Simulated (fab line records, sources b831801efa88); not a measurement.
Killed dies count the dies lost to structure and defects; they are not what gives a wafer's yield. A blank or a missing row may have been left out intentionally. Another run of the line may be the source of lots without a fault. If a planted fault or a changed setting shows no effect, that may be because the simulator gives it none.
fab line records	flow sfq-line
record: lots: 5	wafers: 23
route steps=325 shown L0@6 L0V@18 M0@36 I0@47 M1@59
start-h: hours from the record's first day to the start of the lot's first wafer shown	wait-h: how many hours have passed since the lot's step before this one	" repeats the value in the row above	L1.1+2: a row that stands for several wafers	- no value, or no start was given	* or withheld: withheld	< > ~ a bound
route shown NAME@n: a module of which the file shows steps, and the number in the route of the first	usual: average and standard deviation across the fault-free wafers	same: alike in all rows	chamber/n: place in a boat	sites: each site's reading	_std_site: their standard deviation	_edge_site: outer sites' mean less inner sites'	radius-mm: for every site, how far away it sits from the centre of the wafer	mask NAME#n: copy n	behind: the tool/chamber that last shaped the wafer	hold: why the lot went on hold/how many hours it stayed there/how the hold came to an end	device: the transistor (n, p or np) that didn't switch	end of line: the tests these same wafers got at the end of their route	a step given without rows: its recipe and nothing more	killed: dies lost to structure and defects at the first sort, not the wafer's yield	map: a wafer's dies, x killed, . not, _ none there
set.NAME: the setting that was run; set.NAME@STEP: the one run at that earlier step	model.NAME: the simulator's own value behind a step, which no gauge read
one table per step and one row per wafer, for lots whose settings were changed on purpose
== steps ==
step: SFQ_TRILAYER_L0_LITHO_COAT_010
recipe: resist: BARC	spin-rpm: 3000	resist-thk-nm: 62
lot.wafer	tool	chamber	start-h	wait-h	set.resist-thk-nm	model.BARC_of_TRILAYER_L0_LITHO_COAT_010.thk-nm
L080.2	litho-track-01	0	42.79	0.1	62	61.92
L080.3	"	0	"	"	62	61.99
L080.4	"	0	"	"	62	62.07
L080.5	"	0	"	"	62	61.98
L080.6	"	0	"	"	62	62.2
L081.1	litho-track-02	0	47.74	0.1	62	62.1
L081.2	"	0	"	"	62	62.08
L081.3	"	0	"	"	62	62.17
L082.1+5	litho-track-01	0	52.74	0.1	62	61.9
L082.2	"	0	"	"	60.34	60.17
L082.3	"	0	"	"	62	61.91
L082.4	"	0	"	"	60.34	60.3
L084.1	litho-track-04	0	62.74	0.1	62	61.87
L084.2	"	0	"	"	63.88	63.88
L084.4	"	0	"	"	63.88	63.76
L084.5	"	0	"	"	62	61.81
L084.6	"	0	"	"	63.88	63.83
L085.1	litho-track-04	0	67.74	0.1	62.98	63.21
L085.2	"	0	"	"	62	61.98
L085.3	"	0	"	"	62.98	63.14
L085.5	"	0	"	"	62	62.03
L085.6	"	0	"	"	62	62.06
step: SFQ_TRILAYER_L0_LITHO_EXPOSE_006
recipe: mask-id: L0	na: 0.6	source-shape: conventional	sigma-outer: 0.65	target-cd-nm: 2000	dose-mj: 14.4
lot.wafer	tool	chamber	start-h	wait-h	mask	set.dose-mj
L080.2+3+5	krf-scanner-01	0	104.95	-	L0#0	14.4
L080.4+6	"	0	"	"	L0#0	13.34
L081.1+2+3	krf-scanner-01	0	113.15	-	L0#0	14.4
L082.1+3	krf-scanner-01	0	119.15	-	L0#0	14.4
L082.2+4+5	"	0	"	"	L0#0	13.7
L084.1+2+4+5+6	krf-scanner-02	0	134.87	-	L0#0	14.4
L085.1+5+6	krf-scanner-02	0	139.67	-	L0#0	14.77
L085.2+3	"	0	"	"	L0#0	14.4
step: SFQ_TRILAYER_L0_LITHO_PEB_008
recipe: peb-temp-c: 116.1	peb-time-s: 60	resist: KrF
step: SFQ_TRILAYER_L0_LITHO_DEVELOP_007
recipe: time-s: 60	resist: KrF
step: SFQ_TRILAYER_L0_BARC_OPEN_METAL_ETCH_010
recipe: mask-material: PR	chemistry: O2	target-depth-nm: 125	target: BARC	icp-w: 600	bias-w: 80	pressure-mtorr: 10	time-s: 41.7
lot.wafer	tool	chamber	start-h	wait-h	set.resist-thk-nm@TRILAYER_L0_LITHO_COAT_010	set.dose-mj@TRILAYER_L0_LITHO_EXPOSE_006	model.L0.cd-nm	model.etch.depth-nm
L080.2	rie-metal-04	0	106.25	0.1	62	14.4	1978	61.92
L080.3	"	1	"	"	62	14.4	1979	61.99
L080.4+6	"	0,1	"	"	62	13.34	1992	-
L080.5	"	0	"	"	62	14.4	1979	-
L081.1	rie-metal-04	1	114.65	0.1	62	14.4	1985	62.1
L081.2	"	0	"	"	62	14.4	1981	62.08
L081.3	"	0	"	"	62	14.4	1983	62.17
L082.1	rie-metal-02	0	120.65	0.1	62	14.4	1980	61.9
L082.2	"	1	"	"	60.34	13.7	1989	60.17
L082.3	"	0	"	"	62	14.4	1980	-
L082.4	"	1	"	"	60.34	13.7	1991	-
L082.5	"	1	"	"	62	13.7	1991	-
L084.1	rie-metal-04	0	136.37	0.1	62	14.4	1981	-
L084.2	"	1	"	"	63.88	14.4	1982	-
L084.4+6	"	0,1	"	"	63.88	14.4	1981	-
L084.5	"	0	"	"	62	14.4	1980	61.81
L085.1	rie-metal-02	1	141.17	0.1	62.98	14.77	1978	-
L085.2	"	0	"	"	62	14.4	1980	61.98
L085.3	"	0	"	"	62.98	14.4	1982	63.14
L085.5	"	1	"	"	62	14.77	1978	-
L085.6	"	0	"	"	62	14.77	1978	62.06
step: SFQ_TRILAYER_L0_VIA_LITHO_COAT_013
recipe: resist: KrF	spin-rpm: 3000	resist-thk-nm: 650
lot.wafer	tool	chamber	start-h	wait-h	set.resist-thk-nm	model.KrF_of_TRILAYER_L0_VIA_LITHO_COAT_013.thk-nm
L080.2	litho-track-03	0	107.50	0.2	650	649.2
L080.3	"	0	"	"	682.3	680.8
L080.4	"	0	"	"	682.3	680.7
L080.5	"	0	"	"	650	646.7
L080.6	"	0	"	"	650	646.8
L081.1+3	litho-track-04	0	116.07	0.2	650	647.8
L081.2	"	0	"	"	650	648.9
L082.1	litho-track-04	0	121.85	0.2	650	649.8
L082.2	"	0	"	"	614.1	615.5
L082.3	"	0	"	"	614.1	613.3
L082.4	"	0	"	"	650	651.4
L082.5	"	0	"	"	650	649.4
L084.1	litho-track-02	0	137.74	0.2	615.6	615.8
L084.2	"	0	"	"	650	651.1
L084.4	"	0	"	"	650	650.2
L084.5	"	0	"	"	650	649.3
L084.6	"	0	"	"	615.6	615.6
L085.1	litho-track-03	0	142.38	0.2	650	645.1
L085.2	"	0	"	"	650	643.2
L085.3	"	0	"	"	650	645.2
L085.5	"	0	"	"	650	645.6
L085.6	"	0	"	"	650	645.5
step: SFQ_TRILAYER_L0_VIA_BARC_OPEN_VIA_ETCH_021
recipe: mask-material: PR	chemistry: O2	target-depth-nm: 125	target: BARC	source-w: 500	bias-w: 80	pressure-mtorr: 30	time-s: 41.7
lot.wafer	tool	chamber	start-h	wait-h	set.time-s	set.resist-thk-nm@TRILAYER_L0_VIA_LITHO_COAT_013	model.KrF_of_TRILAYER_L0_VIA_LITHO_COAT_013.thk-nm
L080.2	rie-diel-01	3	194.94	0.0	39.38	650	577.7
L080.3	"	2	"	"	39.38	682.3	608.3
L080.4	"	1	"	"	41.7	682.3	604
L080.5	"	1	"	"	41.7	650	569.8
L080.6	"	2	"	"	39.38	650	574.5
L081.1	rie-diel-04	1	203.34	0.0	41.7	650	571.3
L081.2	"	2	"	"	41.7	650	570.9
L081.3	"	3	"	"	41.7	650	570
L082.1	rie-diel-03	1	207.10	0.0	46.48	650	566.6
L082.2	"	0	"	"	41.7	614.1	539.2
L082.3	"	3	"	"	41.7	614.1	536.3
L082.4	"	2	"	"	41.7	650	574.5
L082.5	"	2	"	"	46.48	650	566.9
L084.1+6	rie-diel-03	0	224.90	0.0	41.7	615.6	540.1
L084.2	"	1	"	"	41.7	650	574.4
L084.4	"	2	"	"	41.7	650	573.7
L084.5	"	3	"	"	41.7	650	573
L085.1	rie-diel-01	3	233.30	0.0	45.23	650	565.9
L085.2	"	1	"	"	41.7	650	566.1
L085.3	"	0	"	"	41.7	650	569.2
L085.5	"	2	"	"	45.23	650	565.8
L085.6	"	1	"	"	41.7	650	568.5
step: SFQ_TRILAYER_L0_VIA_ETCH_VIA_ETCH_016
recipe: target: SiO2	stop-on: MoNx_KI	mask-material: PR	chemistry: CHF3	target-depth-nm: 80	source-w: 500	bias-w: 80	pressure-mtorr: 30	time-s: withheld
lot.wafer	tool	chamber	start-h	wait-h	set.bias-w	set.resist-thk-nm@TRILAYER_L0_VIA_LITHO_COAT_013	model.KrF_of_TRILAYER_L0_VIA_LITHO_COAT_013.thk-nm
L080.2	rie-diel-01	3	194.98	0.0	80	650	564.4
L080.3	"	2	"	"	80	682.3	594.7
L080.4	"	1	"	"	83.27	682.3	589.7
L080.5	"	1	"	"	83.27	650	555.7
L080.6	"	2	"	"	83.27	650	560.7
L081.1	rie-diel-04	1	203.38	0.0	80	650	557.5
L081.2	"	2	"	"	80	650	556.7
L081.3	"	3	"	"	80	650	555.5
L082.1	rie-diel-03	1	207.14	0.0	80	650	552.5
L082.2	"	0	"	"	77.55	614.1	525.5
L082.3	"	3	"	"	77.55	614.1	522.4
L082.4	"	2	"	"	80	650	560.6
L082.5	"	2	"	"	77.55	650	553
L084.1+6	rie-diel-03	0	224.94	0.0	80	615.6	526.5
L084.2	"	1	"	"	80	650	560.2
L084.4	"	2	"	"	80	650	559.8
L084.5	"	3	"	"	80	650	559
L085.1	rie-diel-01	3	233.34	0.0	80	650	552.3
L085.2	"	1	"	"	83.77	650	551.9
L085.3	"	0	"	"	83.77	650	555.1
L085.5	"	2	"	"	83.77	650	552
L085.6	"	1	"	"	80	650	554.4
step: SFQ_TRILAYER_M0_LITHO_PEB_024
recipe: peb-temp-c: 115	peb-time-s: 60	resist: KrF
lot.wafer	tool	chamber	start-h	wait-h	set.peb-time-s
L080.2+3+4+5+6	litho-track-02	0	302.75	0.8	60
L081.1+2+3	litho-track-03	0	311.12	1.0	60
L082.1+2+3+4+5	litho-track-02	0	317.12	1.0	60
L084.1+5+6	litho-track-03	0	333.92	1.0	54.53
L084.2+4	"	0	"	"	60
L085.1+3+6	litho-track-03	0	343.65	1.0	60
L085.2+5	"	0	"	"	54.19
step: SFQ_TRILAYER_M0_LITHO_DEVELOP_023
recipe: time-s: 60	resist: KrF
step: SFQ_TRILAYER_M0_BARC_OPEN_METAL_ETCH_031
recipe: mask-material: PR	chemistry: O2	target-depth-nm: 125	target: BARC	icp-w: 600	bias-w: 80	pressure-mtorr: 10	time-s: 41.7
lot.wafer	tool	chamber	start-h	wait-h	set.peb-time-s@TRILAYER_M0_LITHO_PEB_024	model.M0.cd-nm
L080.2	rie-metal-02	0	303.06	0.0	60	499.3
L080.3	"	1	"	"	60	501.2
L080.4	"	0	"	"	60	499.7
L080.5	"	0	"	"	60	500
L080.6	"	1	"	"	60	502
L081.1	rie-metal-01	1	311.46	0.0	60	500.1
L081.2	"	0	"	"	60	500.4
L081.3	"	0	"	"	60	501.2
L082.1	rie-metal-01	1	317.46	0.0	60	499.3
L082.2	"	0	"	"	60	497.8
L082.3	"	0	"	"	60	498.1
L082.4	"	1	"	"	60	499.6
L082.5	"	0	"	"	60	500.6
L084.1	rie-metal-04	0	334.26	0.0	54.53	513
L084.2	"	1	"	"	60	501.3
L084.4	"	0	"	"	60	499
L084.5	"	0	"	"	54.53	512
L084.6	"	1	"	"	54.53	514.4
L085.1	rie-metal-01	1	343.98	0.0	60	502.1
L085.2	"	0	"	"	54.19	516
L085.3	"	0	"	"	60	500.8
L085.5	"	1	"	"	54.19	516.8
L085.6	"	0	"	"	60	501.8
step: SFQ_TRILAYER_M0_ETCH_METAL_ETCH_024
recipe: target: Nb	stop-on: SiO2	mask-material: PR	chemistry: Cl2/Ar	target-depth-nm: 240	icp-w: 600	bias-w: 80	pressure-mtorr: 10	time-s: 120
lot.wafer	tool	chamber	start-h	wait-h	set.icp-w	set.peb-time-s@TRILAYER_M0_LITHO_PEB_024	model.M0.cd-nm
L080.2	rie-metal-02	0	303.12	0.0	600	60	498.9
L080.3	"	1	"	"	600	60	499.6
L080.4	"	0	"	"	600	60	498.6
L080.5	"	0	"	"	600	60	499.7
L080.6	"	1	"	"	600	60	501.4
L081.1	rie-metal-01	1	311.52	0.0	600	60	497.7
L081.2	"	0	"	"	600	60	501.4
L081.3	"	0	"	"	600	60	501.9
L082.1	rie-metal-01	1	317.52	0.0	637.8	60	497.2
L082.2	"	0	"	"	600	60	498.4
L082.3	"	0	"	"	637.8	60	498.5
L082.4	"	1	"	"	637.8	60	496.8
L082.5	"	0	"	"	600	60	501.8
L084.1	rie-metal-04	0	334.32	0.0	536.9	54.53	514.5
L084.2	"	1	"	"	600	60	503.5
L084.4	"	0	"	"	536.9	60	500.8
L084.5	"	0	"	"	600	54.53	513.2
L084.6	"	1	"	"	536.9	54.53	517.1
L085.1	rie-metal-01	1	344.04	0.0	646.5	60	499.4
L085.2	"	0	"	"	646.5	54.19	518.7
L085.3	"	0	"	"	600	60	503
L085.5	"	1	"	"	600	54.19	514.5
L085.6	"	0	"	"	646.5	60	505
step: SFQ_TRILAYER_I0_VIA_LITHO_COAT_036
recipe: resist: BARC	spin-rpm: 3000	resist-thk-nm: 62
lot.wafer	tool	chamber	start-h	wait-h	set.spin-rpm	model.BARC_of_TRILAYER_I0_VIA_LITHO_COAT_036.thk-nm
L080.2	litho-track-04	0	310.27	0.8	3000	61.97
L080.3	"	0	"	"	3000	61.98
L080.4	"	0	"	"	3000	62.12
L080.5	"	0	"	"	3063	61.28
L080.6	"	0	"	"	3063	61.48
L081.1	litho-track-04	0	316.82	1.0	3000	62.05
L081.2	"	0	"	"	3000	62.1
L081.3	"	0	"	"	3000	62.11
L082.1	litho-track-03	0	322.82	1.0	3000	61.77
L082.2	"	0	"	"	3212	59.84
L082.3	"	0	"	"	3000	61.88
L082.4	"	0	"	"	3212	59.93
L082.5	"	0	"	"	3212	59.95
L084.1	litho-track-01	0	348.63	1.0	3000	61.79
L084.2+4	"	0	"	"	3000	61.89
L084.5	"	0	"	"	3000	61.87
L084.6	"	0	"	"	3000	62.01
L085.1	litho-track-01	0	355.82	1.0	3000	62.09
L085.2	"	0	"	"	3000	62.18
L085.3	"	0	"	"	3000	62.28
L085.5	"	0	"	"	3000	62.05
L085.6	"	0	"	"	3000	62.16
step: SFQ_TRILAYER_I0_VIA_LITHO_PEB_034
recipe: peb-temp-c: 115	peb-time-s: 60	resist: KrF
lot.wafer	tool	chamber	start-h	wait-h	set.peb-time-s
L080.2+6	litho-track-03	0	429.70	0.8	60
L080.3+4+5	"	0	"	"	57.04
L081.1+2+3	litho-track-03	0	432.95	1.0	60
L082.1+2+5	litho-track-03	0	448.55	1.0	65.44
L082.3+4	"	0	"	"	60
L084.1+2+5	litho-track-03	0	473.87	1.0	62.53
L084.4+6	"	0	"	"	60
L085.1+2+3	litho-track-01	0	482.40	1.0	60
L085.5+6	"	0	"	"	65.58
step: SFQ_TRILAYER_I0_VIA_LITHO_DEVELOP_033
recipe: time-s: 60	resist: KrF
step: SFQ_TRILAYER_I0_VIA_BARC_OPEN_VIA_ETCH_046
recipe: mask-material: PR	chemistry: O2	target-depth-nm: 125	target: BARC	source-w: 500	bias-w: 78.42	pressure-mtorr: 30	time-s: 41.7
lot.wafer	tool	chamber	start-h	wait-h	set.peb-time-s@TRILAYER_I0_VIA_LITHO_PEB_034	model.I0.cd-nm
L080.2	rie-diel-02	3	430.01	0.0	60	497.1
L080.3	"	0	"	"	57.04	491.2
L080.4	"	2	"	"	57.04	491.5
L080.5	"	1	"	"	57.04	493.2
L080.6	"	0	"	"	60	498.3
L081.1	rie-diel-01	0	433.28	0.0	60	500
L081.2	"	3	"	"	60	500.7
L081.3	"	1	"	"	60	499.5
L082.1	rie-diel-03	3	448.88	0.0	65.44	515
L082.2	"	2	"	"	65.44	513.8
L082.3	"	0	"	"	60	501.9
L082.4	"	1	"	"	60	504.2
L082.5	"	3	"	"	65.44	515.8
L084.1	rie-diel-02	1	474.21	0.0	62.53	507.7
L084.2	"	2	"	"	62.53	505.6
L084.4	"	3	"	"	60	501
L084.5	"	1	"	"	62.53	507.4
L084.6	"	2	"	"	60	501.5
L085.1+2	rie-diel-01	2,1	482.73	0.0	60	500.5
L085.3	"	3	"	"	60	501.4
L085.5	"	3	"	"	65.58	512.9
L085.6	"	0	"	"	65.58	513.6
step: SFQ_TRILAYER_M1_DEP_SPUTTER_037
recipe: material: Nb	base-pressure-pa: 1.33e-06	chamber-pressure-pa: 0.1333	substrate-temp-c: 20	resputter-cathode-voltage-v: 400	target-thk-nm: 200	power-w: 2000	time-s: 133.3
lot.wafer	tool	chamber	start-h	wait-h	set.time-s	model.Nb_of_TRILAYER_M1_DEP_SPUTTER_037.thk-nm
L080.2	pvd-sputter-04	-	430.96	0.0	133.3	202.8
L080.3	"	-	"	"	133.3	201.8
L080.4+6	"	-	"	"	119.4	179.2
L080.5	"	-	"	"	133.3	202.2
L081.1	pvd-sputter-06	-	434.24	0.0	133.3	202.4
L081.2	"	-	"	"	133.3	197.4
L081.3	"	-	"	"	133.3	199.6
L082.1	pvd-sputter-05	-	450.44	0.0	133.3	199.8
L082.2	"	-	"	"	133.3	199.7
L082.3	"	-	"	"	123	187.1
L082.4	"	-	"	"	123	186.1
L082.5	"	-	"	"	123	188.7
L084.1	pvd-sputter-05	-	475.37	0.0	133.3	203
L084.2	"	-	"	"	150.3	228.5
L084.4	"	-	"	"	150.3	225.7
L084.5	"	-	"	"	133.3	200.6
L084.6	"	-	"	"	150.3	228.6
L085.1	pvd-sputter-04	-	483.70	0.0	151.5	226.6
L085.2	"	-	"	"	133.3	199.4
L085.3	"	-	"	"	133.3	200.7
L085.5	"	-	"	"	151.5	228.1
L085.6	"	-	"	"	133.3	201.8
step: SFQ_M1_RS_MEAS_909
recipe: thk-meas-gauge: four-point-probe	reads: Nb_of_TRILAYER_M1_DEP_SPUTTER_037
usual: M1_NB_RS: 0.887/0.011
lot.wafer	tool	chamber	start-h	wait-h	set.time-s@TRILAYER_M1_DEP_SPUTTER_037	M1_NB_RS[ohm/sq]
L080.2	film-metro-03	-	431.07	0.1	133.3	0.877
L080.3	"	-	"	"	133.3	0.881
L080.4	"	-	"	"	119.4	0.991
L080.5	"	-	"	"	133.3	0.880
L080.6	"	-	"	"	119.4	0.993
L081.1	film-metro-02	-	434.33	0.0	133.3	0.879
L081.2	"	-	"	"	133.3	0.902
L081.3	"	-	"	"	133.3	0.893
L082.1	film-metro-02	-	450.53	0.0	133.3	0.890
L082.2	"	-	"	"	133.3	0.890
L082.3	"	-	"	"	123	0.952
L082.4	"	-	"	"	123	0.958
L082.5	"	-	"	"	123	0.946
L084.1	film-metro-04	-	475.46	0.0	133.3	0.877
L084.2	"	-	"	"	150.3	0.780
L084.4	"	-	"	"	150.3	0.789
L084.5	"	-	"	"	133.3	0.890
L084.6	"	-	"	"	150.3	0.778
L085.1	film-metro-02	-	483.79	0.0	151.5	0.784
L085.2	"	-	"	"	133.3	0.893
L085.3	"	-	"	"	133.3	0.888
L085.5	"	-	"	"	151.5	0.778
L085.6	"	-	"	"	133.3	0.883
step: SFQ_TRILAYER_M1_LITHO_EXPOSE_040
recipe: mask-id: M1	na: 0.6	source-shape: conventional	sigma-outer: 0.65	target-cd-nm: 500	dose-mj: 14.4
lot.wafer	tool	chamber	start-h	wait-h	mask	set.dose-mj
L080.2+4	krf-scanner-01	0	583.79	-	M1#0	14.4
L080.3+5+6	"	0	"	"	M1#0	15.03
L081.1+2+3	krf-scanner-01	0	585.99	-	M1#0	14.4
L082.1+2+4	krf-scanner-01	0	609.67	-	M1#0	14.05
L082.3+5	"	0	"	"	M1#0	14.4
L084.1+4	krf-scanner-01	0	638.47	-	M1#0	14.04
L084.2+5+6	"	0	"	"	M1#0	14.4
L085.1+5+6	krf-scanner-01	0	646.87	-	M1#0	14.4
L085.2+3	"	0	"	"	M1#0	13.68
step: SFQ_TRILAYER_M1_LITHO_PEB_042
recipe: peb-temp-c: 115	peb-time-s: 60	resist: KrF
step: SFQ_TRILAYER_M1_LITHO_DEVELOP_041
recipe: time-s: 60	resist: KrF
step: SFQ_TRILAYER_M1_BARC_OPEN_METAL_ETCH_054
recipe: mask-material: PR	chemistry: O2	target-depth-nm: 125	target: BARC	icp-w: 600	bias-w: 80	pressure-mtorr: 10	time-s: 41.7
lot.wafer	tool	chamber	start-h	wait-h	set.dose-mj@TRILAYER_M1_LITHO_EXPOSE_040	model.M1.cd-nm
L080.2	rie-metal-03	0	585.13	0.0	14.4	499.2
L080.3	"	1	"	"	15.03	494.5
L080.4	"	0	"	"	14.4	500.5
L080.5	"	1	"	"	15.03	494.8
L080.6	"	0	"	"	15.03	492
L081.1	rie-metal-03	0	587.53	0.0	14.4	500.5
L081.2	"	1	"	"	14.4	503
L081.3	"	0	"	"	14.4	499.5
L082.1	rie-metal-02	0	611.20	0.0	14.05	508
L082.2	"	1	"	"	14.05	506.8
L082.3	"	0	"	"	14.4	504.4
L082.4	"	1	"	"	14.05	508.1
L082.5	"	1	"	"	14.4	504.5
L084.1	rie-metal-03	0	640.00	0.0	14.04	504.6
L084.2	"	1	"	"	14.4	500.2
L084.4	"	1	"	"	14.04	505.4
L084.5	"	0	"	"	14.4	498.8
L084.6	"	1	"	"	14.4	501
L085.1	rie-metal-04	1	648.40	0.0	14.4	501.4
L085.2	"	0	"	"	13.68	508.9
L085.3	"	1	"	"	13.68	510.4
L085.5	"	1	"	"	14.4	500.5
L085.6	"	0	"	"	14.4	502.3
step: SFQ_TRILAYER_M1_ETCH_METAL_ETCH_042
recipe: target: Nb	stop-on: SiO2	mask-material: PR	chemistry: Cl2/Ar	target-depth-nm: 240	icp-w: 617.6	bias-w: 80	pressure-mtorr: 10	time-s: 120
usual: oes-product-au: 0.896/0.0091
lot.wafer	tool	chamber	start-h	wait-h	set.time-s@TRILAYER_M1_DEP_SPUTTER_037	set.dose-mj@TRILAYER_M1_LITHO_EXPOSE_040	oes-product-au	model.M1.cd-nm
L080.2	rie-metal-03	0	585.19	0.0	133.3	14.4	0.906	500.6
L080.3	"	1	"	"	133.3	15.03	0.897	496.3
L080.4	"	0	"	"	119.4	14.4	0.841	502.3
L080.5	"	1	"	"	133.3	15.03	0.894	496.4
L080.6	"	0	"	"	119.4	15.03	0.837	493.4
L081.1	rie-metal-03	0	587.59	0.0	133.3	14.4	0.898	502.2
L081.2	"	1	"	"	133.3	14.4	0.889	504.1
L081.3	"	0	"	"	133.3	14.4	0.899	501
L082.1	rie-metal-02	0	611.26	0.0	133.3	14.05	0.900	506.3
L082.2	"	1	"	"	133.3	14.05	0.892	503.7
L082.3	"	0	"	"	123	14.4	0.863	504
L082.4	"	1	"	"	123	14.05	0.866	505.3
L082.5	"	1	"	"	123	14.4	0.867	501.7
L084.1	rie-metal-03	0	640.06	0.0	133.3	14.04	0.898	505.8
L084.2	"	1	"	"	150.3	14.4	0.962	502.3
L084.4	"	1	"	"	150.3	14.04	0.958	507.1
L084.5	"	0	"	"	133.3	14.4	0.897	498.8
L084.6	"	1	"	"	150.3	14.4	0.978	502.4
L085.1	rie-metal-04	1	648.46	0.0	151.5	14.4	0.956	502.2
L085.2	"	0	"	"	133.3	13.68	0.888	508
L085.3	"	1	"	"	133.3	13.68	0.895	510.6
L085.5	"	1	"	"	151.5	14.4	0.962	500.5
L085.6	"	0	"	"	133.3	14.4	0.895	500.6
== key ==
split: step: SFQ_TRILAYER_L0_LITHO_COAT_010	setting: resist-thk-nm	stated: 62	by: wafer
response: step: SFQ_TRILAYER_L0_LITHO_COAT_010	reading: model.BARC_of_TRILAYER_L0_LITHO_COAT_010.thk-nm	change: +0.651	per: 1%	r: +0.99
response: step: SFQ_TRILAYER_L0_BARC_OPEN_METAL_ETCH_010	reading: model.etch.depth-nm	change: +0.664	per: 1%	r: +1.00
split: step: SFQ_TRILAYER_L0_LITHO_EXPOSE_006	setting: dose-mj	stated: 14.4	by: wafer
response: step: SFQ_TRILAYER_L0_BARC_OPEN_METAL_ETCH_010	reading: model.L0.cd-nm	change: -1.85	per: 1%	r: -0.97
split: step: SFQ_TRILAYER_L0_VIA_LITHO_COAT_013	setting: resist-thk-nm	stated: 650	by: wafer
response: step: SFQ_TRILAYER_L0_VIA_LITHO_COAT_013	reading: model.KrF_of_TRILAYER_L0_VIA_LITHO_COAT_013.thk-nm	change: +6.55	per: 1%	r: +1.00
response: step: SFQ_TRILAYER_L0_VIA_BARC_OPEN_VIA_ETCH_021	reading: model.KrF_of_TRILAYER_L0_VIA_LITHO_COAT_013.thk-nm	change: +6.15	per: 1%	r: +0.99
response: step: SFQ_TRILAYER_L0_VIA_ETCH_VIA_ETCH_016	reading: model.KrF_of_TRILAYER_L0_VIA_LITHO_COAT_013.thk-nm	change: +6.1	per: 1%	r: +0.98
split: step: SFQ_TRILAYER_L0_VIA_BARC_OPEN_VIA_ETCH_021	setting: time-s	stated: 41.7	by: wafer
response none clear
split: step: SFQ_TRILAYER_L0_VIA_ETCH_VIA_ETCH_016	setting: bias-w	stated: 80	by: wafer
response none clear
split: step: SFQ_TRILAYER_M0_LITHO_PEB_024	setting: peb-time-s	stated: 60	by: wafer
response: step: SFQ_TRILAYER_M0_BARC_OPEN_METAL_ETCH_031	reading: model.M0.cd-nm	change: -1.48	per: 1%	r: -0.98
response: step: SFQ_TRILAYER_M0_ETCH_METAL_ETCH_024	reading: model.M0.cd-nm	change: -1.43	per: 1%	r: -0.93
split: step: SFQ_TRILAYER_M0_ETCH_METAL_ETCH_024	setting: icp-w	stated: 600	by: wafer
response none clear
split: step: SFQ_TRILAYER_I0_VIA_LITHO_COAT_036	setting: spin-rpm	stated: 3000	by: wafer
response: step: SFQ_TRILAYER_I0_VIA_LITHO_COAT_036	reading: model.BARC_of_TRILAYER_I0_VIA_LITHO_COAT_036.thk-nm	change: -0.274	per: 1%	r: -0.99
split: step: SFQ_TRILAYER_I0_VIA_LITHO_PEB_034	setting: peb-time-s	stated: 60	by: wafer
response: step: SFQ_TRILAYER_I0_VIA_BARC_OPEN_VIA_ETCH_046	reading: model.I0.cd-nm	change: +1.3	per: 1%	r: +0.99
split: step: SFQ_TRILAYER_M1_DEP_SPUTTER_037	setting: time-s	stated: 133.3	by: wafer
response: step: SFQ_TRILAYER_M1_DEP_SPUTTER_037	reading: model.Nb_of_TRILAYER_M1_DEP_SPUTTER_037.thk-nm	change: +1.99	per: 1%	r: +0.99
response: step: SFQ_M1_RS_MEAS_909	reading: M1_NB_RS	change: -0.0085	per: 1%	r: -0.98
response: step: SFQ_TRILAYER_M1_ETCH_METAL_ETCH_042	reading: oes-product-au	change: +0.00511	per: 1%	r: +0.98
split: step: SFQ_TRILAYER_M1_LITHO_EXPOSE_040	setting: dose-mj	stated: 14.4	by: wafer
response: step: SFQ_TRILAYER_M1_BARC_OPEN_METAL_ETCH_054	reading: model.M1.cd-nm	change: -1.56	per: 1%	r: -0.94
response: step: SFQ_TRILAYER_M1_ETCH_METAL_ETCH_042	reading: model.M1.cd-nm	change: -1.53	per: 1%	r: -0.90
